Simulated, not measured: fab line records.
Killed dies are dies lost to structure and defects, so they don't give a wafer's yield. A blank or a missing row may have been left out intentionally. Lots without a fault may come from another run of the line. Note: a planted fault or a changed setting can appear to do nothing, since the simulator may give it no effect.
A struck lot beside a sound one :: flow sky130 :: 37 steps out of a route of 708
Sound: wafers L605.1, L605.2, L605.5. Struck: wafer L607.3. (L607.4, L607.5 of the same lot were not struck and are left out.) The cause comes at the end.
At each step with rows: each side's tool, then ch and its chambers, then its first start. Under that, the readings that differ: sound wafers :: struck wafers :: difference of the means :: sigmas: that difference in standard deviations of wafers without a fault.
alike: same words and numbers on both sides, and readings whose means sit less than 2 such deviations apart. not compared: any withheld reading, any reading some wafer has no value for, any bound like >300 that may hide the same value, and any number with overlapping values for which the record gives no deviation.
A row with sigmas, a row that says differs or no value, or rows on one side alone: a step with any of these is where the two part. Numbers that have no deviation but don't overlap get no sigmas and don't part them. A reading missing from all wafers of one side parts the sides only when that side holds two or more wafers.

first, 10 steps without rows for these wafers: SKY_VIA3_CLEAN_18 (cleans in IPA, time 180 s); SKY_VIA3_CLEAN_19 (cleans in O3/DIW); SKY_VIA3_SPUTTER_20 (material TiN, target thk 20 nm, time 80 s); SKY_VIA3_CVD_21 (deposits W, target thk 390 nm, time 117.31 s); SKY_VIA3_CMP_24 (polishes, stops on SiO2, t overpolish 20 s, target thk 0 nm); SKY_METAL4_SPUTTER_00 (material Ti, target thk 15 nm, time 10 s); SKY_METAL4_SPUTTER_01 (material TiN, target thk 20 nm, time 16.7 s); SKY_METAL4_SPUTTER_02 (material AlCu, target thk 735 nm, time 39.1 s); SKY_METAL4_SPUTTER_03 (material Ti, target thk 5 nm, time 3.3 s); SKY_METAL4_SPUTTER_04 (material TiN, target thk 70 nm, time 58.3 s).
SKY_CAP2M_CVD_00: deposits SiO2, target thk 15.5 nm.
  sound on pecvd-02 ch 0,1, day 45 10:50; struck on pecvd-01 ch 0, day 46 13:08
reading: model.SiO2_of_CAP2M_CVD_00.thk_nm (nm)
sound: 15.32 15.3 15.45
struck: 8.928
difference: -6.429
sigmas: 
  alike: heater_power_w
SKY_CAP2M_THK_MEAS_01:
  struck on film_metro-03, day 46 13:25; sound on film_metro-01, day 45 10:51
reading: CAP2M_CVD_00_THK (nm)
sound: 15.28 15.28 15.45
struck: 8.93
difference: -6.41
sigmas: -25
  not compared: hold
SKY_CAP2M_SPUTTER_02: material TiN, target thk 200 nm, time 166.7 s.
  struck on pvd_sputter-01, day 46 15:10; sound on pvd_sputter-04, day 45 10:55
reading: hold
sound: - - -
struck: await_dispo/1.7h/release
difference: no value on the sound wafers
sigmas: 
  alike: throttle_valve_pct
then, 22 steps without rows for these wafers: SKY_CAP2M_DEHYDRATE_05 (time 60 s); SKY_CAP2M_HMDS_06 (prime time 60 s); SKY_CAP2M_COAT_07 (resist thk 1140 nm); SKY_CAP2M_SOFTBAKE_08 (time 60 s); SKY_CAP2M_EXPOSE_09 (exposes mask CAP2M, target cd 1000 nm); SKY_CAP2M_PEB_10; SKY_CAP2M_DEVELOP_11 (develop time 60 s); SKY_CAP2M_METAL_ETCH_13 (etches TiN in Cl2/BCl3, stops on SiO2, target depth 220 nm, time 62.9 s); SKY_CAP2M_STRIP_14 (strips in O2/N2); SKY_CAP2M_STRIP_15 (strips in post etch residue remover, time 1200 s); SKY_CAP2M_CLEAN_16 (cleans in IPA, time 180 s); SKY_CAP2M_CLEAN_17 (cleans in O3/DIW); SKY_METAL4_DEHYDRATE_05 (time 60 s); SKY_METAL4_HMDS_06 (prime time 60 s); SKY_METAL4_COAT_07 (resist thk 60 nm); SKY_METAL4_COAT_08 (resist thk 1140 nm); SKY_METAL4_SOFTBAKE_09 (time 90 s); SKY_METAL4_EXPOSE_10 (exposes mask MM4, target cd 300 nm); SKY_METAL4_PEB_11; SKY_METAL4_DEVELOP_12 (develop time 60 s); SKY_METAL4_DESCUM_15 (chemistry O2, time 8 s); SKY_METAL4_ETCH_16 (etches BARC in N2/H2, stops on SiO2, time 88.2 s, target depth 60 nm).
SKY_METAL4_ETCH_17: etches SiO2 in C4F8/O2/Ar, stops on TiN, time 3.9 s, target depth 15 nm.
  sound on rie_diel-04 ch 0,1,2, day 47 04:30; struck on rie_diel-02 ch 2, day 48 06:43
reading: oes_product_au (a.u.)
sound: 0.745 0.747 0.749
struck: 0.602
difference: -0.145
sigmas: -19

reading: model.etch.depth_nm (nm)
sound: 15.32 15.3 15.45
struck: 8.928
difference: -6.429
sigmas: 
  alike: chamber_pressure_mTorr
  not compared: rf_hours_counter_h
-- the record jumps here: 3 days lie between the struck wafers' starts before and after (it left off in module METAL4 and takes up again in module PAD_OPEN, whose first step shown is number 708 of the route) --
SKY_PAD_OPEN_PROBE_99:
  struck on prober-01, day 51 08:41; sound on prober-01, day 50 12:11
reading: defect_limited_yield (%)
sound: 80.7 78.5 81.7
struck: 83.9
difference: +3.6
sigmas: +2

reading: killed_at_front_end
sound: 18 25 19
struck: 8
difference: -13
sigmas: -3

reading: killed_dies
sound: 95 106 90
struck: 79
difference: -18
sigmas: -2

reading: killed_short
sound: 47 50 46
struck: 27
difference: -21
sigmas: -4

reading: model.etest.tester.sort_n_pass
sound: 397 386 402
struck: 0
difference: -395
sigmas: 

reading: model.etest.tester.sort_yield_pct (%)
sound: 80.69 78.46 81.71
struck: 0
difference: -80
sigmas: 

reading: model.etest.tester.sort_bin_5_pct (%)
sound: 10.37 14.02 11.38
struck: 93.5
difference: +81.6
sigmas: 

reading: model.etest.cap_mim2.bv_v (V)
sound: 13.54 13.73 13.69
struck: 7.944
difference: -5.709
sigmas: 

reading: model.etest.cap_mim2.leak_log10_a_cm2
sound: -8.91 -8.937 -9.021
struck: -5.978
difference: +2.978
sigmas: 

reading: model.etest.cap_mim2.c_ff_um2
sound: 2.364 2.394 2.35
struck: 4.06
difference: +1.69
sigmas: 

reading: model.etest.tester.sort_bin_4_pct (%)
sound: 0 0 0
struck: 2.793e-06
difference: +2.793e-06
sigmas: 

reading: model.etest.tester.sort_bin_8_pct (%)
sound: 0 0 0
struck: 4.127e-23
difference: +4.127e-23
sigmas: 
  alike: killed_at_M0_to_M3, killed_at_M4_up, killed_at_contacts, killed_at_other, killed_open

== WHERE THEY PART ==
At SKY_CAP2M_THK_MEAS_01 first; at SKY_PAD_OPEN_PROBE_99 last (within this record only).

WHY: what the simulator had put in
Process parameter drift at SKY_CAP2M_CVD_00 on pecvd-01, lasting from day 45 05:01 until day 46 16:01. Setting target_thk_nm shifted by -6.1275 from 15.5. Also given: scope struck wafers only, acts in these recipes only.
